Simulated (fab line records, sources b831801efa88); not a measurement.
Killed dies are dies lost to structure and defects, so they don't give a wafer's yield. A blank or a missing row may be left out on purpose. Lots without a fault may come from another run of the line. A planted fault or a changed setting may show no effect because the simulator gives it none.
fab line records | flow gf180mcu
record lots=13 wafers=39 last_day=33
route steps=602 shown POLY_GATE@174 HV_LDD@186 NSD@239 PSD@263
lots that met no fault: from a run of the same line without faults
start_h: hours from the record's first day to the start of the lot's first wafer shown | wait_h: hours since the lot's step before | " the same as in the row above | L1.1+2: a row that stands for several wafers | - no value, or no start given | * or withheld: withheld | < > ~ a bound
route shown NAME@n: a module of which the file shows steps, and the number in the route of the first | usual: mean/standard deviation of fault-free wafers | same: alike in all rows | chamber/n: place in a boat | sites: the reading at each site | _std_site: their standard deviation | _edge_site: outer sites' mean less inner sites' | radius_mm: how far each site lies from the wafer's centre | mask NAME#n: copy n | behind: the tool/chamber that last shaped the wafer | hold: why the lot was held/for how many hours/how that ended | device: the transistor (n, p or np) that didn't switch | end of line: the same wafers' tests at the end of the route | a step without rows: its recipe alone | killed: dies lost to structure and defects at the first sort, not the wafer's yield | map: a wafer's dies, x killed, . not, _ none there
set.NAME: the setting as run; set.NAME@STEP: as run at that earlier step | model.NAME: the simulator's own value behind a step, which no gauge read
steps of the route over a sample of lots; a table a step, a row a wafer
services: from which hour (start_h, from the record's first day; less than 0 if before it) a tool's chamber was out of use, for how many hours, and why
## steps
# step GF_POLY_GATE_THK_MEAS_17
# recipe reads=SiO2_of_POLY_GATE_OXIDATION_16
# usual POLY_GATE_OXIDATION_THK=3.96/0.079
# columns lot.wafer tool chamber start_h wait_h POLY_GATE_OXIDATION_THK[nm]
L176.2 film_metro-04 - 201.15 0.0 4.07
L176.3 " - " " 4.11
L176.6 " - " " 4.10
L177.1 film_metro-02 - 205.89 0.0 4.06
L177.5 " - " " 4.01
L177.6 " - " " 3.99
L182.2 film_metro-02 - 239.90 0.0 3.95
L182.4 " - " " 3.90
L182.5 " - " " 4.01
L183.2 film_metro-02 - 248.55 0.0 3.99
L183.3 " - " " 4.00
L183.4 " - " " 3.97
L184.2 film_metro-03 - 259.22 0.0 3.94
L184.5 " - " " 3.84
L184.6 " - " " 3.92
L185.1 film_metro-02 - 262.59 0.0 3.93
L185.3 " - " " 3.93
L185.6 " - " " 3.99
L186.2 film_metro-02 - 271.14 0.0 4.05
L186.3 " - " " 4.06
L186.4 " - " " 4.00
L188.1 film_metro-03 - 282.76 0.0 3.95
L188.3 " - " " 4.02
L188.6 " - " " 3.95
L190.2 film_metro-04 - 297.04 0.0 3.85
L190.5 " - " " 3.86
L190.6 " - " " 3.93
L191.3 film_metro-02 - 302.31 0.0 3.99
L191.4 " - " " 4.05
L191.6 " - " " 4.08
L193.1 film_metro-02 - 319.96 0.0 3.99
L193.4 " - " " 3.98
L193.6 " - " " 4.09
L194.1 film_metro-02 - 324.21 0.0 3.90
L194.3 " - " " 3.89
L194.6 " - " " 3.88
L195.2 film_metro-03 - 330.60 0.0 3.96
L195.5 " - " " 3.91
L195.6 " - " " 3.90
# step GF_HV_LDD_STRIP_10
# recipe chemistry=O2/N2 power_w=1400 pressure_mtorr=1500 platen_temp_c=250 o2_flow_sccm=3000 n2_flow_sccm=300 overash_fraction=0.5
# usual drypump_motor_current_A=5.6/0.4 heater_power_w=316/35 oes_product_au=0.716/0.0042 platen_temp_c=250.01/0.19 strip_time_to_endpoint_s=12.64/0.034
# columns lot.wafer tool chamber start_h wait_h drypump_motor_current_A heater_power_w oes_product_au platen_temp_c rf_hours_counter_h strip_time_to_endpoint_s
L176.2 plasma_asher-01 0 219.22 0.1 5.7 383 0.716 249.78 63 12.61
L176.3 " 0 " " 5.7 392 0.719 249.95 - 12.64
L176.6 " 1 " " 6.2 285 0.718 249.75 - 12.69
L177.1 plasma_asher-03 1 223.61 0.1 5.9 291 0.716 249.87 51 12.61
L177.5 " 1 " " 5.8 289 0.717 249.99 - 12.63
L177.6 " 0 " " 5.2 304 0.719 249.99 - 12.63
L182.2 plasma_asher-03 0 259.42 0.1 5.2 306 0.723 249.92 55 12.64
L182.4 " 0 " " 5.2 299 0.717 249.93 - 12.63
L182.5 " 0 " " 5.3 301 0.714 249.71 - 12.69
L183.2 plasma_asher-03 1 267.82 0.1 5.8 288 0.724 250.00 56 12.67
L183.3 " 0 " " 5.2 318 0.719 250.16 - 12.65
L183.4 " 1 " " 5.9 281 0.717 250.31 - 12.63
L184.2 plasma_asher-02 0 278.79 0.1 5.6 348 0.718 250.47 44 12.66
L184.5 " 0 " " 5.6 346 0.714 250.17 - 12.62
L184.6 " 1 " " 4.9 302 0.718 249.90 - 12.60
L185.1 plasma_asher-02 0 282.14 0.1 5.6 346 0.717 249.91 45 12.63
L185.3 " 1 " " 5.0 297 0.715 249.93 - 12.67
L185.6 " 0 " " 5.6 354 0.721 249.90 - 12.65
L186.2 plasma_asher-01 0 291.22 0.1 5.8 396 0.718 249.92 71 12.61
L186.3 " 1 " " 6.2 287 0.724 249.79 - 12.60
L186.4 " 0 " " 5.8 386 0.717 250.08 - 12.59
L188.1 plasma_asher-02 0 303.37 0.1 5.6 344 0.713 250.09 47 12.66
L188.3 " 0 " " 5.6 340 0.719 250.00 - 12.63
L188.6 " 1 " " 5.0 293 0.717 249.98 - 12.62
L190.2 plasma_asher-03 1 318.02 0.1 5.9 289 0.717 249.87 61 12.60
L190.5 " 1 " " 5.8 293 0.714 249.84 - 12.67
L190.6 " 0 " " 5.2 312 0.712 249.87 - 12.67
L191.3 plasma_asher-01 0 323.10 0.1 5.7 385 0.715 250.20 - 12.59
L191.4 " 1 " " 6.2 284 0.716 250.04 - 12.61
L191.6 " 0 " " 5.8 390 0.707 250.26 - 12.58
L193.1 plasma_asher-03 1 340.97 0.1 5.8 287 0.714 249.83 63 12.63
L193.4 " 0 " " 5.2 300 0.723 249.97 - 12.64
L193.6 " 1 " " 5.9 287 0.721 250.02 - 12.65
L194.1 plasma_asher-02 1 345.97 0.1 4.9 306 0.721 250.36 51 12.63
L194.3 " 1 " " 4.9 296 0.712 249.98 - 12.62
L194.6 " 0 " " 5.6 343 0.715 250.07 - 12.60
L195.2 plasma_asher-03 1 352.39 0.1 5.9 283 0.715 249.75 65 12.63
L195.5 " 0 " " 5.2 301 0.713 249.79 - 12.63
L195.6 " 1 " " 5.8 286 0.719 250.08 - 12.59
# step GF_NSD_EXPOSE_04
# recipe mask_id=Nplus target_cd_nm=400 na=0.6 source_shape=conventional sigma_outer=0.6 dose_mj=140
# usual focus_offset_nm=0.0/0.54
# columns lot.wafer tool chamber start_h wait_h mask focus_offset_nm
L176.2 iline_stepper-01 0 288.99 - Nplus#0 -0.3
L176.3 " 0 " " Nplus#0 -0.6
L176.6 " 0 " " Nplus#0 -0.7
L177.1 iline_stepper-02 0 293.06 - Nplus#0 -0.4
L177.5 " 0 " " Nplus#0 0.6
L177.6 " 0 " " Nplus#0 -0.4
L182.2 iline_stepper-02 0 334.71 - Nplus#0 0.8
L182.4 " 0 " " Nplus#0 1.0
L182.5 " 0 " " Nplus#0 0.4
L183.2 iline_stepper-01 0 344.50 - Nplus#0 0.0
L183.3 " 0 " " Nplus#0 0.5
L183.4 " 0 " " Nplus#0 0.9
L184.2 iline_stepper-02 0 355.55 - Nplus#0 0.1
L184.5 " 0 " " Nplus#0 -0.1
L184.6 " 0 " " Nplus#0 0.3
L185.1 iline_stepper-01 0 360.67 - Nplus#0 -0.1
L185.3 " 0 " " Nplus#0 -0.3
L185.6 " 0 " " Nplus#0 0.8
L186.2 iline_stepper-02 0 367.99 - Nplus#0 0.4
L186.3 " 0 " " Nplus#0 0.6
L186.4 " 0 " " Nplus#0 -0.7
L188.1 iline_stepper-01 0 383.38 - Nplus#0 0.0
L188.3 " 0 " " Nplus#0 0.4
L188.6 " 0 " " Nplus#0 1.1
L190.2 iline_stepper-02 0 398.05 - Nplus#0 -0.2
L190.5 " 0 " " Nplus#0 -0.7
L190.6 " 0 " " Nplus#0 -0.1
L191.3 iline_stepper-01 0 402.49 - Nplus#0 -1.2
L191.4 " 0 " " Nplus#0 -0.3
L191.6 " 0 " " Nplus#0 0.2
L193.1 iline_stepper-01 0 424.15 - Nplus#0 1.5
L193.4 " 0 " " Nplus#0 1.1
L193.6 " 0 " " Nplus#0 0.5
L194.1 iline_stepper-02 0 428.70 - Nplus#0 -0.4
L194.3 " 0 " " Nplus#0 0.4
L194.6 " 0 " " Nplus#0 -0.2
L195.2 iline_stepper-02 0 436.20 - Nplus_HV_AREA#0 0.1
L195.5 " 0 " " Nplus_HV_AREA#0 -0.4
L195.6 " 0 " " Nplus_HV_AREA#0 -0.1
# step GF_NSD_CD_MEAS_07
# recipe target_cd_nm=400
# usual cd_nm=400.6/2.3
# columns lot.wafer tool chamber start_h wait_h cd_nm
L176.2 cd_sem-01 - 298.93 0.1 397.9
L176.3 " - " " 397.9
L176.6 " - " " 397.9
L177.1 cd_sem-02 - 302.78 0.1 398.8
L177.5 " - " " 398.8
L177.6 " - " " 401.1
L182.2 cd_sem-01 - 345.35 0.1 399.1
L182.4 " - " " 403.0
L182.5 " - " " 399.9
L183.2 cd_sem-02 - 354.83 0.1 400.3
L183.3 " - " " 400.0
L183.4 " - " " 401.0
L184.2 cd_sem-01 - 366.25 0.1 399.3
L184.5 " - " " 400.8
L184.6 " - " " 399.6
L185.1 cd_sem-02 - 371.34 0.1 402.1
L185.3 " - " " 401.9
L185.6 " - " " 401.7
L186.2 cd_sem-01 - 378.71 0.1 401.2
L186.3 " - " " 400.0
L186.4 " - " " 400.2
L188.1 cd_sem-01 - 394.58 0.1 403.9
L188.3 " - " " 404.2
L188.6 " - " " 404.0
L190.2 cd_sem-02 - 409.85 0.1 396.3
L190.5 " - " " 397.6
L190.6 " - " " 398.6
L191.3 cd_sem-01 - 414.73 0.1 396.9
L191.4 " - " " 396.3
L191.6 " - " " 397.5
L193.1 cd_sem-01 - 436.24 0.1 401.1
L193.4 " - " " 399.8
L193.6 " - " " 400.6
L194.1 cd_sem-01 - 441.00 0.2 401.9
L194.3 " - " " 401.1
L194.6 " - " " 403.3
L195.2 cd_sem-02 - 448.36 0.1 -
L195.5 " - " " -
L195.6 " - " " -
# step GF_NSD_TW_MEAS_12
# usual NSD_TW=4202/38
# columns lot.wafer tool chamber start_h wait_h NSD_TW
L176.2 film_metro-02 - 299.48 0.1 4204
L176.3 " - " " 4202
L176.6 " - " " 4213
L177.1 film_metro-03 - 303.34 0.1 4179
L177.5 " - " " 4177
L177.6 " - " " 4177
L182.2 film_metro-01 - 345.90 0.1 4275
L182.4 " - " " 4265
L182.5 " - " " 4269
L183.2 film_metro-03 - 355.38 0.1 4182
L183.3 " - " " 4161
L183.4 " - " " 4184
L184.2 film_metro-02 - 366.80 0.1 4218
L184.5 " - " " 4195
L184.6 " - " " 4213
L185.1 film_metro-01 - 371.90 0.1 4277
L185.3 " - " " 4291
L185.6 " - " " 4280
L186.2 film_metro-03 - 379.26 0.1 4176
L186.3 " - " " 4161
L186.4 " - " " 4176
L188.1 film_metro-02 - 395.13 0.1 4211
L188.3 " - " " 4198
L188.6 " - " " 4208
L190.2 film_metro-02 - 410.39 0.1 4204
L190.5 " - " " 4175
L190.6 " - " " 4184
L191.3 film_metro-03 - 415.27 0.1 4166
L191.4 " - " " 4162
L191.6 " - " " 4153
L193.1 film_metro-02 - 436.80 0.1 4186
L193.4 " - " " 4191
L193.6 " - " " 4170
L194.1 film_metro-03 - 441.56 0.1 4180
L194.3 " - " " 4157
L194.6 " - " " 4141
L195.2 film_metro-02 - 448.91 0.1 30
L195.5 " - " " 30
L195.6 " - " " 30
# step GF_PSD_RS_MEAS_15
# recipe thk_meas_gauge=four-point-probe
# usual PSD_RS=108.1/0.31
# columns lot.wafer tool chamber start_h wait_h PSD_RS[ohm/sq]
L176.2 film_metro-02 - 320.89 0.1 108.1
L176.3 " - " " 108.0
L176.6 " - " " 107.8
L177.1 film_metro-03 - 324.57 0.1 108.6
L177.5 " - " " 108.4
L177.6 " - " " 108.9
L182.2 film_metro-01 - 367.95 0.1 108.3
L182.4 " - " " 108.2
L182.5 " - " " 108.0
L183.2 film_metro-01 - 376.95 0.1 107.7
L183.3 " - " " 107.8
L183.4 " - " " 108.0
L184.2 film_metro-02 - 388.95 0.1 107.9
L184.5 " - " " 107.9
L184.6 " - " " 107.7
L185.1 film_metro-01 - 395.21 0.1 108.1
L185.3 " - " " 108.0
L185.6 " - " " 107.9
L186.2 film_metro-03 - 402.20 0.1 108.3
L186.3 " - " " 108.1
L186.4 " - " " 108.0
L188.1 film_metro-01 - 419.01 0.1 108.0
L188.3 " - " " 107.8
L188.6 " - " " 108.2
L190.2 film_metro-02 - 434.83 0.1 108.1
L190.5 " - " " 108.3
L190.6 " - " " 108.2
L191.3 film_metro-01 - 439.52 0.1 108.1
L191.4 " - " " 108.2
L191.6 " - " " 108.4
L193.1 film_metro-01 - 462.28 0.1 108.3
L193.4 " - " " 108.2
L193.6 " - " " 108.5
L194.1 film_metro-01 - 466.91 0.1 108.7
L194.3 " - " " 108.2
L194.6 " - " " 108.4
L195.2 film_metro-01 - 474.15 0.1 107.8
L195.5 " - " " 107.9
L195.6 " - " " 107.7
## services
# columns tool chamber start_h hours kind
iline_stepper-02 - 197.75 1.7 pm
iline_stepper-02 0 246.65 - calibration
plasma_asher-02 - 247.49 0.9 repair
iline_stepper-01 - 268.68 4.4 pm
plasma_asher-03 - 283.16 2.0 repair
plasma_asher-03 - 294.94 2.7 repair
iline_stepper-01 - 319.77 9.7 repair
plasma_asher-01 - 337.15 9.8 repair
plasma_asher-02 - 341.20 4.0 repair
plasma_asher-01 - 360.41 15.6 pm
iline_stepper-01 - 396.00 1.7 pm
iline_stepper-01 0 411.57 - calibration
iline_stepper-02 - 415.86 1.7 pm
plasma_asher-03 - 421.32 9.0 pm
plasma_asher-03 0 421.32 10.9 vent_cycle
plasma_asher-03 1 421.32 10.9 vent_cycle
plasma_asher-03 - 426.50 5.7 repair
plasma_asher-03 0 430.32 - clean
plasma_asher-03 1 430.32 - clean
## key
first_sign step=GF_NSD_EXPOSE_04 reading=mask direction=changed
effect step=GF_NSD_CD_MEAS_07 reading=cd_nm direction=missing
effect step=GF_NSD_TW_MEAS_12 reading=NSD_TW direction=down sigmas=99+ usual=4202 struck=30
met_at GF_NSD_EXPOSE_04
struck_lots L195
sort_left_out L195.2,L195.5,L195.6
tester_left_out L195
not_acting_at GF_POLY_GATE_THK_MEAS_17,GF_HV_LDD_STRIP_10,GF_PSD_RS_MEAS_15
onset_between 428.70 436.20
fault kind=wrong_mask tool=any chamber=- onset_h=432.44 steps=GF_NSD_EXPOSE_04 aux_copy=Nplus_HV_AREA#0 scope=struck_lots_only
# tester_left_out: of these lots the tester's yield and bins aren't shown, on N5 and GAA mostly nor the transistor test; their killed dies are dies lost to structure and defects alone, not to doping, threshold or leakage, so they don't give the yield
# sort_left_out: the simulated sort isn't trusted on such a fault, so these wafers' sort isn't shown, and their yield isn't known
